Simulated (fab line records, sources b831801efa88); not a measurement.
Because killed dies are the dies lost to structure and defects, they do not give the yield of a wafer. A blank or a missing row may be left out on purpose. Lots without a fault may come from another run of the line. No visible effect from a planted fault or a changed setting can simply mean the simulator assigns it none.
fab line records + flow sfq_line
record
- lots=15
- wafers=45
- last_day=93
route steps=325 shown C5@243
lots untouched by any fault: they come from a run of this same line in which no faults occurred
start_h: start of the lot's first displayed wafer, in hours after the record's first day + wait_h: hours from the lot's prior step to this one + " repeats the value in the row above + L1.1+2: a single row standing in for several wafers + - either no value or no given start + * or withheld: withheld + < > ~ a bound
route shown NAME@n: a module of which the file shows steps, and the number in the route of the first + usual: mean and standard deviation over wafers with no fault + same: alike in all rows + chamber/n: place in a boat + sites: each site's reading + _std_site: how widely they spread, as a standard deviation + _edge_site: the outer-site mean with the inner-site mean subtracted + radius_mm: how far each site lies from the wafer's centre + mask NAME#n: copy n + behind: the tool/chamber that last shaped the wafer + hold: why the lot went on hold/how many hours it stayed there/how the hold came to an end + device: which transistor (n, p or np) failed to switch + end of line: tests run on the same wafers once the route is complete + a step without rows: its recipe alone + killed: dies lost to structure and defects at the first sort, not the wafer's yield + map: dies across one wafer; x = killed, . = not, _ = none there
set.NAME: setting as actually run; set.NAME@STEP: the setting as run at that earlier step + model.NAME: the simulator's own value behind a step, which no gauge read
the route's steps for a sample of lots (tables are steps, rows are wafers)
services: the hour from which a tool's chamber was out of use, counted from the record's first day as start_h (under 0 if before that day), plus the number of hours and why
## steps
# step SFQ_TRILAYER_C5_LITHO_EXPOSE_152
# recipe
- mask_id=C5
- na=0.6
- source_shape=conventional
- sigma_outer=0.65
- target_cd_nm=500
- dose_mj=21.3
# usual
- exposure_dose_mJ_cm2=21.305/0.017
- focus_offset_nm=0.0/0.5
- stage_vel_mm_s=500.07/0.25
| lot.wafer | tool           | chamber | start_h | wait_h | mask | exposure_dose_mJ_cm2 | focus_offset_nm | stage_vel_mm_s |
|-----------|----------------|---------|---------|--------|------|----------------------|-----------------|----------------|
| L121.2    | krf_scanner-01 | 0       | 1572.24 | -      | C5#0 | 21.304               | -0.1            | 499.36         |
| L121.5    | "              | 0       | "       | "      | C5#0 | 21.285               | -0.3            | 500.48         |
| L121.6    | "              | 0       | "       | "      | C5#0 | 21.285               | -0.4            | 499.83         |
| L122.3    | krf_scanner-01 | 0       | 1576.04 | -      | C5#0 | 21.295               | 0.1             | 500.24         |
| L122.5    | "              | 0       | "       | "      | C5#0 | 21.318               | -0.1            | 500.20         |
| L122.6    | "              | 0       | "       | "      | C5#0 | 21.339               | -0.1            | 499.61         |
| L123.2    | krf_scanner-01 | 0       | 1577.06 | -      | C5#0 | 21.302               | 0.3             | 499.96         |
| L123.3    | "              | 0       | "       | "      | C5#0 | 21.298               | 0.2             | 500.02         |
| L123.4    | "              | 0       | "       | "      | C5#0 | 21.288               | 0.4             | 500.07         |
| L124.2    | krf_scanner-01 | 0       | 1644.86 | -      | C5#0 | 21.310               | -0.3            | 499.98         |
| L124.3    | "              | 0       | "       | "      | C5#0 | 21.295               | -0.2            | 500.11         |
| L124.5    | "              | 0       | "       | "      | C5#0 | 21.294               | -0.2            | 500.37         |
| L125.3    | krf_scanner-02 | 0       | 1714.83 | -      | C5#0 | 21.303               | 0.7             | 500.21         |
| L125.5    | "              | 0       | "       | "      | C5#0 | 21.278               | -0.3            | 500.15         |
| L125.6    | "              | 0       | "       | "      | C5#0 | 21.284               | 0.1             | 499.47         |
| L126.2    | krf_scanner-02 | 0       | 1717.03 | -      | C5#0 | 21.276               | 0.6             | 500.49         |
| L126.3    | "              | 0       | "       | "      | C5#0 | 21.328               | 0.5             | 500.26         |
| L126.5    | "              | 0       | "       | "      | C5#0 | 21.285               | 0.7             | 500.34         |
| L127.1    | krf_scanner-02 | 0       | 1722.83 | -      | C5#0 | 24.226               | 0.4             | 500.19         |
| L127.5    | "              | 0       | "       | "      | C5#0 | 24.247               | 0.3             | 500.22         |
| L127.6    | "              | 0       | "       | "      | C5#0 | 24.255               | -0.1            | 500.16         |
| L128.2    | krf_scanner-02 | 0       | 1727.83 | -      | C5#0 | 24.261               | 0.3             | 500.22         |
| L128.3    | "              | 0       | "       | "      | C5#0 | 24.269               | 0.2             | 500.24         |
| L128.4    | "              | 0       | "       | "      | C5#0 | 24.265               | 0.6             | 500.12         |
| L129.2    | krf_scanner-02 | 0       | 1738.63 | -      | C5#0 | 24.259               | -0.2            | 500.25         |
| L129.5    | "              | 0       | "       | "      | C5#0 | 24.265               | 0.6             | 500.10         |
| L129.6    | "              | 0       | "       | "      | C5#0 | 24.254               | 0.3             | 500.21         |
| L130.1    | krf_scanner-01 | 0       | 1754.15 | -      | C5#0 | 21.310               | 0.9             | 500.25         |
| L130.2    | "              | 0       | "       | "      | C5#0 | 21.316               | 0.0             | 500.14         |
| L130.4    | "              | 0       | "       | "      | C5#0 | 21.305               | 0.6             | 500.41         |
| L135.2    | krf_scanner-01 | 0       | 1804.75 | -      | C5#0 | 21.299               | -0.6            | 499.81         |
| L135.3    | "              | 0       | "       | "      | C5#0 | 21.323               | 0.4             | 499.98         |
| L135.4    | "              | 0       | "       | "      | C5#0 | 21.319               | -0.2            | 499.78         |
| L136.2    | krf_scanner-01 | 0       | 1808.35 | -      | C5#0 | 21.295               | -0.7            | 500.24         |
| L136.4    | "              | 0       | "       | "      | C5#0 | 21.306               | -0.9            | 500.53         |
| L136.6    | "              | 0       | "       | "      | C5#0 | 21.308               | -0.9            | 500.19         |
| L138.1    | krf_scanner-01 | 0       | 1824.95 | -      | C5#0 | 21.338               | -1.5            | 499.93         |
| L138.2    | "              | 0       | "       | "      | C5#0 | 21.292               | -0.6            | 500.29         |
| L138.5    | "              | 0       | "       | "      | C5#0 | 21.308               | -0.1            | 499.95         |
| L139.1    | krf_scanner-01 | 0       | 1826.15 | -      | C5#0 | 21.336               | 0.1             | 500.14         |
| L139.2    | "              | 0       | "       | "      | C5#0 | 21.305               | -0.7            | 500.29         |
| L139.6    | "              | 0       | "       | "      | C5#0 | 21.311               | -0.4            | 499.92         |
| L141.1    | krf_scanner-01 | 0       | 1837.26 | -      | C5#0 | 21.303               | 0.9             | 500.37         |
| L141.2    | "              | 0       | "       | "      | C5#0 | 21.319               | 0.8             | 500.01         |
| L141.3    | "              | 0       | "       | "      | C5#0 | 21.301               | 0.6             | 500.08         |
## services
| tool           | chamber | start_h | hours | kind   |
|----------------|---------|---------|-------|--------|
| krf_scanner-01 | -       | 1551.90 | 1.0   | pm     |
| krf_scanner-02 | -       | 1578.39 | 1.3   | pm     |
| krf_scanner-02 | -       | 1583.24 | 2.8   | repair |
| krf_scanner-02 | -       | 1608.75 | 1.1   | repair |
| krf_scanner-02 | -       | 1625.91 | 1.0   | pm     |
| krf_scanner-01 | -       | 1636.69 | 0.6   | repair |
| krf_scanner-02 | -       | 1644.01 | 0.8   | pm     |
| krf_scanner-01 | -       | 1658.93 | 0.3   | repair |
| krf_scanner-01 | -       | 1706.47 | 1.3   | pm     |
| krf_scanner-01 | -       | 1709.08 | 2.8   | repair |
| krf_scanner-01 | -       | 1722.07 | 1.0   | pm     |
| krf_scanner-01 | -       | 1743.67 | 0.8   | pm     |
| krf_scanner-02 | -       | 1754.03 | 1.3   | pm     |
| krf_scanner-02 | -       | 1794.91 | 1.0   | pm     |
| krf_scanner-02 | -       | 1812.79 | 0.8   | pm     |
| krf_scanner-02 | -       | 1819.62 | 21.9  | repair |
| krf_scanner-01 | -       | 1830.72 | 0.5   | repair |
## key
first_sign
- step=SFQ_TRILAYER_C5_LITHO_EXPOSE_152
- reading=exposure_dose_mJ_cm2
- direction=up
- sigmas=99+
- usual=21.305
- struck=24.256
effect none on later readings
met_at SFQ_TRILAYER_C5_LITHO_EXPOSE_152
struck_lots L127,L128,L129
onset_between 1717.03 1722.83
fault
- kind=process_parameter_drift
- tool=krf_scanner-02
- chamber=-
- onset_h=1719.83
- steps=SFQ_TRILAYER_C5_LITHO_EXPOSE_152
- channel=dose_mj
- offset=2.9484
- shape=step
- acts_in=these_recipes_only
- stated=21.3
